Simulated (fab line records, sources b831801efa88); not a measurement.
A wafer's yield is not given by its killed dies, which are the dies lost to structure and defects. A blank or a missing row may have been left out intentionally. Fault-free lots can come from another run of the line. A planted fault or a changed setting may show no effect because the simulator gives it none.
Code-filled problem report in 8D (eight disciplines) form | flow sfqLine | the parts of the form that need people (team, actions taken, sign-off) are left out

1. THE ISSUE
At SFQ_TRILAYER_M1_ETCH_METAL_ETCH_042, oesProductAu averages 0.695 a.u. over 2 wafers from 2 lots, while fault-free wafers read 0.896 a.u., standard deviation 0.0071. Relative to the usual mean, that is a shift of -28 standard deviations.
The step: etches Nb in Cl2/Ar, stops on SiO2, target depth 240 nm, time 120 s.
The first sign was on wafer L927.5 at day 34 08:01, on rieMetal-01. Wafers with a number at this step in the record: 42, from 14 lots. By rule, "out" or "out of limits" means more than 4 standard deviations away from the usual mean. The rest of the wafers with a number are treated as sound.

2. WHAT IT IS, WHAT IT ISN'T
question                    | is                | is not
which readings at this step | oesProductAu      | chamberPressureMTorr, drypumpMotorCurrentA
which lots                  | L927, L928        | L908, L909, L910, L913, L917, L919, L920, L921, L922, L923, L929, L930
which wafers of those lots  | L927.5, L928.4    | L927.2, L927.6, L928.2, L928.6
read on which tools         | rieMetal-01       | rieMetal-02, rieMetal-04
when                        | from day 34 08:01 | up to then (32 sound wafers); but 8 sound wafers of L928, L929, L930 came after

3. WHAT RULES OUT EACH SUSPECT
Counting: if a tool at a process step up to the reading ran every lot that is out, it stays a suspect. Sound lots after the first of them don't rule it out here, since some wafers of a struck lot are sound.
- rieMetal-01 at SFQ_TRILAYER_M1_ETCH_METAL_ETCH_042 (etches Nb in Cl2/Ar, stops on SiO2, target depth 240 nm, time 120 s): kept. It processed each lot that is out (first: L927, day 34 08:01); up to then, its last sound lot is L923 (day 31 19:56). Its own readings are out on those wafers: oesProductAu.
Left after counting: rieMetal-01 at SFQ_TRILAYER_M1_ETCH_METAL_ETCH_042.

4. THE CAUSE (what the simulator had put in)
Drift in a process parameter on rieMetal-01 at SFQ_TRILAYER_M1_ETCH_METAL_ETCH_042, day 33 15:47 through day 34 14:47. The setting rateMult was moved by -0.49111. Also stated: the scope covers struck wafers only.
Counting left only this tool.

5. THE EFFECT CHAIN, in route order
Each row: a reading whose mean over the struck wafers that have a number lies more than 3 standard deviations from the usual. Scope: only readings with a usual standard deviation given in the record; hours: median across lots of the time from each lot's start at the first step in this table that gives one to its start at this step; sigmas: change in usual standard deviations.
hours | step                                | reading      | usual      | on struck wafers | change | sigmas
0     | SFQ_TRILAYER_M1_ETCH_METAL_ETCH_042 | oesProductAu | 0.896 a.u. | 0.695            | -0.201 | -28
Its process steps:
- SFQ_TRILAYER_M1_ETCH_METAL_ETCH_042: etches Nb in Cl2/Ar, stops on SiO2, target depth 240 nm, time 120 s.
Later measuring or inspecting steps at which every struck wafer that the step has a row for has a number for every such reading, and none has moved that far: SFQ_JJ_RS_MEAS_929.

6. WHAT WOULD HAVE CAUGHT IT SOONER
16 hours passed between the start of the fault at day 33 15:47 and the first reading out of limits in this record, taken at day 34 08:01.
